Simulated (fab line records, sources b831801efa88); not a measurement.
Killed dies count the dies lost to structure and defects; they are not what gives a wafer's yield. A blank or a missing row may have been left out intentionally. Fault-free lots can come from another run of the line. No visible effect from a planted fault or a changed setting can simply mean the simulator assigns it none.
Problem report in the 8D (eight disciplines) form, filled by code    flow sky130    the parts of the form that need people (team, actions taken, sign-off) are left out

## 1. WHAT WENT WRONG
Wafers without a fault read 3.4, standard deviation 1.7; killed_at_M4_up at SKY_PAD_OPEN_PROBE_99 reads a mean of 165.8 on 6 wafers belonging to 2 lots. Measured from the usual mean, that is +96 standard deviations.
The first sign was on wafer L432.1 at day 48 19:35, on prober-01. Wafers with a number at this step in the record: 21, from 7 lots. Rule for "out", or "out of limits": more than 4 standard deviations from the usual mean. The other wafers with a number count as sound.

## 2. WHAT IT IS; WHAT IT IS NOT
question                     is                                                                                                                                      is not
which readings at this step  killed_at_M4_up, defect limited yield, killed dies, killed on rim, sort_bin_5_function, sort_bin_6_memory, sort n pass, sort yield pct  killed at contacts, killed at front end, killed at other
which lots                   L432, L434                                                                                                                              L421, L422, L427, L436, L438
which wafers of those lots   all that have a number                                                                                                                  -
read on which tools          prober-01                                                                                                                               prober-02
when                         from day 48 19:35                                                                                                                       up to then (9 sound wafers); but 6 sound wafers of L436, L438 came after

## 3. THE SUSPECTS, EACH WITH WHAT RULES IT OUT
Counting: a tool at any process step up to the reading remains a suspect when it ran all the lots that are out and ran no sound lot after the first of those.
- rie metal-02 at SKY_METAL3_DESCUM_15 (chemistry O2, time 8 s): kept. All lots that are out passed through it, beginning with L432 at day 42 05:41, and no sound lot followed; its final sound lot before that point was L427 at day 40 21:53.
- cmp-02 at SKY_VIA4_CMP_02 (polishes SiO2): kept. It ran every lot that is out, first L432 (day 45 06:08), and no sound lot after that.
- prober-01 at SKY_PAD_OPEN_PROBE_99: ruled out as a lasting fault. Sound lots L438 ran on it after its first lot that is out, L432 (day 48 19:35).
After counting, rie metal-02 at SKY_METAL3_DESCUM_15 and cmp-02 at SKY_VIA4_CMP_02 remain.

## 4. THE CAUSE (what the simulator had put in)
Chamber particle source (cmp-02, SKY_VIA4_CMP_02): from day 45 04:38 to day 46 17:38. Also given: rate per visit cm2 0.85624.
This tool is one of the 2 suspects left after counting.

## 5. THE CHAIN OF EFFECTS, in route order
Rows list readings where the struck wafers' mean (over those with a number) sits beyond 3 standard deviations from the usual. Scope: only readings with a usual standard deviation given in the record; hours: median across lots of the time from each lot's start at the first step in this table that gives one to its start at this step; sigmas: change in usual standard deviations.
hours  step                   reading               usual   on struck wafers  change  sigmas
0      SKY_PAD_OPEN_PROBE_99  defect limited yield  82.3 %  52.3              -30.0   -16
0      SKY_PAD_OPEN_PROBE_99  killed_at_M4_up       3.4     165.8             +162.4  +96
0      SKY_PAD_OPEN_PROBE_99  killed dies           87      234               +148    +16
0      SKY_PAD_OPEN_PROBE_99  killed on rim         17      43                +26     +6.8
0      SKY_PAD_OPEN_PROBE_99  sort_bin_3_pad_short  0.8 %   2.9               +2.1    +5.5
0      SKY_PAD_OPEN_PROBE_99  sort_bin_5_function   10.4 %  29.2              +18.8   +13
0      SKY_PAD_OPEN_PROBE_99  sort_bin_6_memory     6.5 %   15.6              +9.1    +8.2
0      SKY_PAD_OPEN_PROBE_99  sort n pass           405     258               -148    -16
0      SKY_PAD_OPEN_PROBE_99  sort yield pct        82.3 %  52.3              -30.0   -16
Its process steps:
- SKY_PAD_OPEN_PROBE_99

## 6. HOW IT WOULD HAVE BEEN CAUGHT EARLIER
87 hours passed between the start of the fault at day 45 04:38 and the first reading out of limits in this record, taken at day 48 19:35.
Tool readings at SKY_VIA4_CMP_02 with a usual standard deviation given in the record: none out on any struck wafer, hence no alarm at a limit of 4 standard deviations on them.
Each of the lots that are out, 2 in all, had begun SKY_VIA4_CMP_02 on cmp-02 no later than day 48 19:35. Holding the tool at that point would not have protected any of them.
